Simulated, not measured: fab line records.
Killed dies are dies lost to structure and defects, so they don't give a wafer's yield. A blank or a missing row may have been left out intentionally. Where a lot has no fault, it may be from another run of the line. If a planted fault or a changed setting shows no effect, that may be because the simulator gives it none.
fab line records ; flow sky130
record: lots: 7; wafers: 21; last-day: 50
route steps=708 shown LI_CONTACT@385 LOCAL_INTERCONNECT@387 PAD_OPEN@708
lots that met no fault: from a run of the same line without faults
start-h: start of the lot's first displayed wafer, in hours after the record's first day ; wait-h: how many hours have passed since the lot's step before this one ; " repeats the value in the row above ; L1.1+2: a single row standing in for several wafers ; - value missing, or start not given ; * or withheld: withheld ; < > ~ a bound
route shown NAME@n: names a module that has steps shown in the file, with the first one's number in the route ; usual: mean/standard deviation of fault-free wafers ; same: alike in all rows ; chamber/n: place in a boat ; sites: the reading at each site ; _std_site: their standard deviation ; _edge_site: mean of outer sites minus mean of inner sites ; radius-mm: how far each site lies from the wafer's centre ; mask NAME#n: copy n ; behind: the tool/chamber that last shaped the wafer ; hold: reason for holding the lot/hours on hold/outcome of the hold ; device: the transistor (n, p or np) that didn't switch ; end of line: tests of these same wafers at the route's end ; a step with no rows: only its recipe ; killed: dies lost to structure and defects at the first sort, not the wafer's yield ; map: shows each die of a wafer: x if killed, . if not, _ if none is there
set.NAME: the setting the step ran with; set.NAME@STEP: the setting that earlier step ran with ; model.NAME: the simulator's own value behind a step, which no gauge read
lots at selected steps of the route; one table per step, one row per wafer
services: from which hour (start-h, from the record's first day; less than 0 if before it) a tool's chamber was out of use, for how many hours, and why
== steps ==
step: SKY_LI_CONTACT_THK_MEAS_23
recipe: thk-meas-gauge: xrf; reads: W_of_LI_CONTACT_CVD_21
usual: LI_CONTACT_W_THK: 401/11
lot.wafer;tool;chamber;start-h;wait-h;LI_CONTACT_W_THK[nm]
L720.2;film-metro-01;-;682.66;0.1;398
L720.5;film-metro-01;-;682.66;0.1;398
L720.6;film-metro-01;-;682.66;0.1;410
L727.3;film-metro-03;-;730.31;0.1;416
L727.4;film-metro-03;-;730.31;0.1;430
L727.6;film-metro-03;-;730.31;0.1;426
L731.2;film-metro-03;-;757.37;0.1;416
L731.3;film-metro-03;-;757.37;0.1;418
L731.6;film-metro-03;-;757.37;0.1;416
L730.3;film-metro-02;-;759.31;0.1;392
L730.4;film-metro-02;-;759.31;0.1;387
L730.5;film-metro-02;-;759.31;0.1;387
L732.1;film-metro-03;-;766.53;0.1;396
L732.2;film-metro-03;-;766.53;0.1;414
L732.6;film-metro-03;-;766.53;0.1;413
L736.2;film-metro-02;-;806.27;0.1;400
L736.4;film-metro-02;-;806.27;0.1;400
L736.5;film-metro-02;-;806.27;0.1;395
L742.3;film-metro-03;-;845.16;0.1;405
L742.5;film-metro-03;-;845.16;0.1;407
L742.6;film-metro-03;-;845.16;0.1;409
step: SKY_LI_CONTACT_CMP_24
recipe: stop-on: PSG; t-overpolish-s: 20; down-force-psi: 3.5; platen-rpm: 60; target-thk-nm: 0; pad-velocity-m-s: 0.94248
usual: motor-current-A: 11.1/1.2; overpolish-run-s: 20.000/0.0091; time-to-endpoint-s: 98/3.1
lot.wafer;tool;chamber;start-h;wait-h;motor-current-A;overpolish-run-s;time-to-endpoint-s
L720.2;cmp-02;2;682.86;0.2;10.6;20.008;91
L720.6;cmp-02;3;682.86;0.2;10.6;19.997;94
L720.5;cmp-02;0;682.86;0.2;12.8;20.006;96
L727.4;cmp-01;3;730.35;0.0;12.8;19.998;102
L727.3;cmp-01;0;730.35;0.0;10.9;19.994;102
L727.6;cmp-01;0;730.35;0.0;11.4;20.019;100
L731.3;cmp-01;1;757.42;0.0;8.8;20.003;98
L731.2;cmp-01;3;757.42;0.0;13.0;19.987;98
L731.6;cmp-01;2;757.42;0.0;11.2;19.999;100
L730.3;cmp-02;3;759.35;0.0;10.5;19.996;97
L730.4;cmp-02;0;759.35;0.0;12.3;20.010;95
L730.5;cmp-02;3;759.35;0.0;10.6;19.996;94
L732.1;cmp-02;1;766.59;0.1;12.2;19.994;96
L732.2;cmp-02;3;766.59;0.1;10.0;19.997;96
L732.6;cmp-02;1;766.59;0.1;12.0;20.010;100
L736.4;cmp-01;1;806.32;0.0;8.6;20.006;100
L736.2;cmp-01;3;806.32;0.0;13.0;19.997;98
L736.5;cmp-01;2;806.32;0.0;11.3;20.011;99
L742.3;cmp-01;2;845.25;0.1;10.8;19.993;99
L742.6;cmp-01;1;845.25;0.1;8.6;19.996;100
L742.5;cmp-01;2;845.25;0.1;11.1;20.010;100
step: SKY_LOCAL_INTERCONNECT_SPUTTER_00
recipe: material: TiN; target-thk-nm: 100; temp-c: 300; power-w: 6500; time-s: 83.3; chamber-pressure-pa: 0.4
usual: throttle-valve-pct: 30.2/0.88
lot.wafer;tool;chamber;start-h;wait-h;throttle-valve-pct
L720.2;pvd-sputter-02;-;683.01;0.1;28.1
L720.5;pvd-sputter-02;-;683.01;0.1;30.7
L720.6;pvd-sputter-02;-;683.01;0.1;30.1
L727.3;pvd-sputter-02;-;730.65;0.2;30.9
L727.4;pvd-sputter-02;-;730.65;0.2;30.2
L727.6;pvd-sputter-02;-;730.65;0.2;30.7
L731.2;pvd-sputter-02;-;757.72;0.1;28.1
L731.3;pvd-sputter-02;-;757.72;0.1;30.6
L731.6;pvd-sputter-02;-;757.72;0.1;30.1
L730.3;pvd-sputter-04;-;759.65;0.2;31.2
L730.4;pvd-sputter-04;-;759.65;0.2;29.5
L730.5;pvd-sputter-04;-;759.65;0.2;29.6
L732.1;pvd-sputter-04;-;766.89;0.2;29.6
L732.2;pvd-sputter-04;-;766.89;0.2;31.4
L732.6;pvd-sputter-04;-;766.89;0.2;30.9
L736.2;pvd-sputter-02;-;806.62;0.1;28.2
L736.4;pvd-sputter-02;-;806.62;0.1;30.9
L736.5;pvd-sputter-02;-;806.62;0.1;30.0
L742.3;pvd-sputter-04;-;845.50;0.2;31.2
L742.5;pvd-sputter-04;-;845.50;0.2;31.3
L742.6;pvd-sputter-04;-;845.50;0.2;29.5
step: SKY_LOCAL_INTERCONNECT_RS_MEAS_01
recipe: thk-meas-gauge: four-point-probe; reads: TiN_of_LOCAL_INTERCONNECT_SPUTTER_00
usual: LOCAL_INTERCONNECT_TIN_RS: 14.11/0.11
lot.wafer;tool;chamber;start-h;wait-h;LOCAL_INTERCONNECT_TIN_RS[ohm/sq]
L720.2;film-metro-03;-;683.09;0.1;13.95
L720.5;film-metro-03;-;683.09;0.1;14.02
L720.6;film-metro-03;-;683.09;0.1;14.06
L727.3;film-metro-04;-;730.75;0.1;14.21
L727.4;film-metro-04;-;730.75;0.1;14.24
L727.6;film-metro-04;-;730.75;0.1;14.22
L731.2;film-metro-04;-;757.80;0.1;14.25
L731.3;film-metro-04;-;757.80;0.1;14.14
L731.6;film-metro-04;-;757.80;0.1;14.14
L730.3;film-metro-02;-;759.75;0.1;14.06
L730.4;film-metro-02;-;759.75;0.1;14.14
L730.5;film-metro-02;-;759.75;0.1;14.16
L732.1;film-metro-02;-;766.95;0.0;14.19
L732.2;film-metro-02;-;766.95;0.0;14.19
L732.6;film-metro-02;-;766.95;0.0;14.21
L736.2;film-metro-04;-;806.70;0.1;14.00
L736.4;film-metro-04;-;806.70;0.1;14.06
L736.5;film-metro-04;-;806.70;0.1;13.94
L742.3;film-metro-03;-;845.60;0.1;13.88
L742.5;film-metro-03;-;845.60;0.1;13.78
L742.6;film-metro-03;-;845.60;0.1;13.88
step: SKY_LOCAL_INTERCONNECT_THK_MEAS_02
recipe: thk-meas-gauge: xrf; reads: TiN_of_LOCAL_INTERCONNECT_SPUTTER_00
usual: LOCAL_INTERCONNECT_TIN_THK: 99.4/0.82
lot.wafer;tool;chamber;start-h;wait-h;LOCAL_INTERCONNECT_TIN_THK[nm]
L720.2;film-metro-03;-;683.20;0.1;101.0
L720.5;film-metro-03;-;683.20;0.1;100.1
L720.6;film-metro-03;-;683.20;0.1;99.6
L727.3;film-metro-04;-;730.85;0.1;98.4
L727.4;film-metro-04;-;730.85;0.1;98.4
L727.6;film-metro-04;-;730.85;0.1;98.6
L731.2;film-metro-04;-;757.91;0.1;98.4
L731.3;film-metro-04;-;757.91;0.1;99.6
L731.6;film-metro-04;-;757.91;0.1;99.3
L730.3;film-metro-02;-;759.85;0.1;99.5
L730.4;film-metro-02;-;759.85;0.1;98.5
L730.5;film-metro-02;-;759.85;0.1;98.9
L732.1;film-metro-02;-;767.07;0.1;98.0
L732.2;film-metro-02;-;767.07;0.1;98.2
L732.6;film-metro-02;-;767.07;0.1;98.4
L736.2;film-metro-04;-;806.81;0.1;100.6
L736.4;film-metro-04;-;806.81;0.1;100.0
L736.5;film-metro-04;-;806.81;0.1;100.8
L742.3;film-metro-03;-;845.70;0.1;101.6
L742.5;film-metro-03;-;845.70;0.1;102.1
L742.6;film-metro-03;-;845.70;0.1;101.1
step: SKY_LOCAL_INTERCONNECT_DEHYDRATE_03
recipe: temp-c: 200; time-s: 60
step: SKY_LOCAL_INTERCONNECT_HMDS_04
recipe: prime-time-s: 60; prime-temp-c: 120
step: SKY_LOCAL_INTERCONNECT_COAT_05
recipe: resist: BARC; temp-c: withheld; time-s: withheld; spin-rpm: 3000; resist-thk-nm: 60
step: SKY_LOCAL_INTERCONNECT_COAT_06
recipe: resist: KrF-thick; spin-rpm: 3000; resist-thk-nm: 450
step: SKY_LOCAL_INTERCONNECT_SOFTBAKE_07
recipe: temp-c: 100; time-s: 90; resist: KrF-thick
step: SKY_LOCAL_INTERCONNECT_EXPOSE_08
recipe: mask-id: LI1M; na: 0.8; source-shape: annular; sigma-inner: 0.55; sigma-outer: 0.85; target-cd-nm: 170; dose-mj: 28
step: SKY_LOCAL_INTERCONNECT_PEB_09
recipe: peb-temp-c: withheld; peb-time-s: withheld; resist: KrF-thick
step: SKY_LOCAL_INTERCONNECT_DEVELOP_10
recipe: develop-time-s: 60; resist: KrF-thick; dev-temp-c: 21
usual: developer-temp-C: 21.03/0.099
lot.wafer;tool;chamber;start-h;wait-h;developer-temp-C
L720.2;litho-track-02;0;710;-;20.84
L720.5;litho-track-02;0;710;-;20.90
L720.6;litho-track-02;0;710;-;20.93
L727.3;litho-track-04;0;758;-;20.26
L727.4;litho-track-04;0;758;-;20.19
L727.6;litho-track-04;0;758;-;20.17
L731.2;litho-track-04;0;785;-;20.36
L731.3;litho-track-04;0;785;-;20.29
L731.6;litho-track-04;0;785;-;20.15
L730.3;litho-track-03;0;786;-;21.05
L730.4;litho-track-03;0;786;-;21.05
L730.5;litho-track-03;0;786;-;21.11
L732.1;litho-track-04;0;794;-;20.22
L732.2;litho-track-04;0;794;-;20.22
L732.6;litho-track-04;0;794;-;20.31
L736.2;litho-track-02;0;831;-;20.96
L736.4;litho-track-02;0;831;-;20.99
L736.5;litho-track-02;0;831;-;21.00
L742.3;litho-track-04;0;871;-;20.95
L742.5;litho-track-04;0;871;-;20.90
L742.6;litho-track-04;0;871;-;20.87
step: SKY_LOCAL_INTERCONNECT_CD_MEAS_11
recipe: target-cd-nm: 170
usual: cd-nm: 170.7/1.6
lot.wafer;tool;chamber;start-h;wait-h;cd-nm
L720.2;cd-sem-01;-;710.37;-;169.3
L720.5;cd-sem-01;-;710.37;-;169.1
L720.6;cd-sem-01;-;710.37;-;169.4
L727.3;cd-sem-01;-;758.79;-;173.3
L727.4;cd-sem-01;-;758.79;-;172.1
L727.6;cd-sem-01;-;758.79;-;171.7
L731.2;cd-sem-02;-;785.42;-;175.9
L731.3;cd-sem-02;-;785.42;-;175.4
L731.6;cd-sem-02;-;785.42;-;173.2
L730.3;cd-sem-02;-;787.06;-;170.0
L730.4;cd-sem-02;-;787.06;-;170.7
L730.5;cd-sem-02;-;787.06;-;170.0
L732.1;cd-sem-01;-;794.40;-;173.2
L732.2;cd-sem-01;-;794.40;-;173.2
L732.6;cd-sem-01;-;794.40;-;172.3
L736.2;cd-sem-01;-;831.87;-;171.7
L736.4;cd-sem-01;-;831.87;-;171.2
L736.5;cd-sem-01;-;831.87;-;170.1
L742.3;cd-sem-01;-;871.94;-;171.3
L742.5;cd-sem-01;-;871.94;-;170.1
L742.6;cd-sem-01;-;871.94;-;170.8
step: SKY_PAD_OPEN_PROBE_99
usual: killed_at_M0_to_M3: 45/7; killed_at_M4_up: 3.4/1.8; killed-at-contacts: 24/5.4; killed-at-front-end: 16/4.8; killed-at-other: 0.4/0.62; killed-dies: 89/10; killed-open: 48/7.2; killed-short: 40/6.3
same: gross-dies: 492; killed-at-back-side: 0
lot.wafer;tool;chamber;start-h;wait-h;killed_at_M0_to_M3;killed_at_M4_up;killed-at-contacts;killed-at-front-end;killed-at-other;killed-dies;killed-open;killed-short
L720.2;prober-02;-;1079.51;0.1;41;1;23;15;1;81;45;36
L720.5;prober-02;-;1079.66;0.2;44;3;30;10;0;87;53;34
L720.6;prober-02;-;1079.71;0.2;46;2;21;14;0;83;49;34
L727.3;prober-01;-;1114.16;0.2;50;3;24;19;0;96;47;46
L727.4;prober-01;-;1114.21;0.2;56;3;19;14;0;92;51;38
L727.6;prober-01;-;1114.31;0.2;60;4;23;22;0;109;61;45
L731.2;prober-02;-;1133.40;0.1;38;0;23;18;0;79;43;36
L731.3;prober-02;-;1133.45;0.2;56;1;26;9;0;92;49;43
L731.6;prober-02;-;1133.60;0.2;54;4;25;15;0;98;47;51
L732.1;prober-02;-;1141.49;0.1;40;2;20;17;0;79;44;35
L732.2;prober-02;-;1141.54;0.1;45;4;30;19;1;99;56;43
L732.6;prober-02;-;1141.74;0.2;43;0;19;14;0;76;45;31
L742.3;prober-02;-;1193.96;0.2;44;3;21;17;2;87;42;43
L742.5;prober-02;-;1194.06;0.2;37;4;20;9;1;71;35;35
L742.6;prober-02;-;1194.11;0.2;34;3;21;15;0;73;34;39
killed by level:class
L720.2 VIA1:geometric-particle:open=16 LOCAL_INTERCONNECT:geometric-particle:short=7 LI_CONTACT:geometric-particle:open=6 CONTACT:geometric-particle:open=6 METAL1:geometric-particle:short=4 POLY_GATE:geometric-particle:open=4 VIA1:geometric-particle:short=4 METAL2:geometric-particle:short=4
L720.5 VIA1:geometric-particle:open=13 CONTACT:geometric-particle:open=11 VIA2:geometric-particle:open=10 LI_CONTACT:geometric-particle:open=8 CONTACT:geometric-particle:short=6 VIA1:geometric-particle:short=4 VIA3:geometric-particle:open=4 LI_CONTACT:geometric-particle:short=3
L720.6 VIA1:geometric-particle:open=11 VIA2:geometric-particle:open=10 CONTACT:geometric-particle:open=9 LI_CONTACT:geometric-particle:open=6 METAL2:geometric-particle:short=5 METAL1:geometric-particle:short=5 VIA1:geometric-particle:short=5 FIELD_ISO:geometric-particle:open=4
L727.3 VIA1:geometric-particle:open=14 METAL1:geometric-particle:short=11 CONTACT:geometric-particle:open=10 VIA3:geometric-particle:open=6 VIA1:geometric-particle:short=5 FIELD_ISO:geometric-particle:short=4 POLY_GATE:geometric-particle:short=4 POLY_GATE:geometric-particle:open=4
L727.4 VIA1:geometric-particle:open=13 CONTACT:geometric-particle:open=9 METAL2:geometric-particle:short=8 VIA3:geometric-particle:open=7 VIA1:geometric-particle:short=6 VIA2:geometric-particle:open=4 METAL3:geometric-particle:short=4 FIELD_ISO:geometric-particle:short=3
L727.6 VIA1:geometric-particle:open=18 METAL1:geometric-particle:short=13 LI_CONTACT:geometric-particle:open=10 VIA2:geometric-particle:open=7 CONTACT:geometric-particle:open=6 METAL2:geometric-particle:short=5 POLY_GATE:geometric-particle:short=4 POLY_GATE:geometric-particle:open=4
L731.2 VIA2:geometric-particle:open=9 LI_CONTACT:geometric-particle:open=8 CONTACT:geometric-particle:open=6 VIA3:geometric-particle:open=6 CONTACT:geometric-particle:short=5 FIELD_ISO:geometric-particle:short=4 METAL1:geometric-particle:short=4 VIA1:geometric-particle:open=4
L731.3 VIA2:geometric-particle:open=12 VIA1:geometric-particle:open=12 VIA3:geometric-particle:open=9 CONTACT:geometric-particle:short=9 VIA1:geometric-particle:short=9 LI_CONTACT:geometric-particle:open=7 LOCAL_INTERCONNECT:geometric-particle:short=4 METAL1:geometric-particle:short=4
L731.6 VIA1:geometric-particle:open=14 LI_CONTACT:geometric-particle:open=7 METAL1:geometric-particle:short=7 VIA1:geometric-particle:short=7 VIA2:geometric-particle:open=6 CONTACT:geometric-particle:open=6 LOCAL_INTERCONNECT:geometric-particle:short=5 POLY_GATE:geometric-particle:short=4
L732.1 VIA3:geometric-particle:open=8 VIA2:geometric-particle:open=8 CONTACT:geometric-particle:short=7 CONTACT:geometric-particle:open=6 POLY_GATE:geometric-particle:open=5 VIA1:geometric-particle:short=5 VIA1:geometric-particle:open=5 FIELD_ISO:geometric-particle:short=4
L732.2 CONTACT:geometric-particle:open=12 VIA1:geometric-particle:open=11 VIA2:geometric-particle:open=10 CONTACT:geometric-particle:short=7 VIA1:geometric-particle:short=6 METAL1:geometric-particle:short=6 FIELD_ISO:geometric-particle:short=5 POLY_GATE:geometric-particle:open=5
L732.6 VIA1:geometric-particle:open=14 CONTACT:geometric-particle:short=6 VIA2:geometric-particle:open=6 FIELD_ISO:geometric-particle:open=5 LI_CONTACT:geometric-particle:open=5 VIA3:geometric-particle:open=5 CONTACT:geometric-particle:open=4 METAL1:geometric-particle:short=4
L742.3 CONTACT:geometric-particle:open=10 METAL1:geometric-particle:short=7 VIA2:geometric-particle:open=7 METAL2:geometric-particle:short=6 METAL1:geometric-particle:open=5 VIA3:geometric-particle:open=5 POLY_GATE:geometric-particle:open=4 POLY_GATE:geometric-particle:short=4
L742.5 VIA1:geometric-particle:open=9 METAL1:geometric-particle:short=7 LI_CONTACT:geometric-particle:open=6 CONTACT:geometric-particle:open=6 VIA1:geometric-particle:short=6 POLY_GATE:geometric-particle:short=4 CONTACT:geometric-particle:short=4 METAL2:geometric-particle:short=4
L742.6 METAL2:geometric-particle:short=8 LI_CONTACT:geometric-particle:open=6 CONTACT:geometric-particle:open=6 METAL1:geometric-particle:short=6 VIA1:geometric-particle:open=5 LOCAL_INTERCONNECT:geometric-particle:short=4 SPACER:geometric-particle:short=3 FIELD_ISO:geometric-particle:open=3
== services ==
tool;chamber;start-h;hours;kind
cmp-02;-;660.51;2.0;repair
pvd-sputter-02;-;664.55;0.7;repair
cmp-02;-;671.83;1.2;repair
pvd-sputter-02;-;672.58;3.7;repair
cmp-02;-;679.89;1.1;repair
cmp-02;-;683.72;0.5;repair
litho-track-04;-;694.43;-;consumable-replace:filter
cmp-01;-;744.07;4.0;pm
cmp-01;-;748.07;-;consumable-replace:conditioner
cmp-01;-;748.07;-;consumable-replace:pad
cmp-02;-;771.08;0.4;repair
cmp-01;-;822.74;0.8;repair
cmp-02;-;839.59;19.0;pm
pvd-sputter-02;-;842.51;5.4;repair
== key ==
first-sign: step: SKY_LOCAL_INTERCONNECT_DEVELOP_10; reading: developer-temp-C; direction: down; sigmas: 7.9; usual: *; struck: *
effect none on later readings
met-at SKY_LOCAL_INTERCONNECT_DEVELOP_10
struck-wafers L727.3,L727.4,L727.6,L731.2,L731.3,L731.6,L732.1,L732.2,L732.6
tester-left-out L727,L731,L732
loop-trim: step: SKY_LOCAL_INTERCONNECT_EXPOSE_08; setting: dose; lots: L731
fault: kind: process-parameter-drift; tool: litho-track-04; chamber: -; onset-h: 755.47; steps: SKY_LOCAL_INTERCONNECT_DEVELOP_10; channel: dev-temp-c; offset: *; shape: step; end-h: 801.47; acts-in: *; stated: *
tester-left-out: of these lots the tester's yield and bins aren't shown, on N5 and GAA mostly nor the transistor test; their killed dies are dies lost to structure and defects alone, not to doping, threshold or leakage, so they don't give the yield
loop-trim: a control loop set the setting to another value than it would have without faults
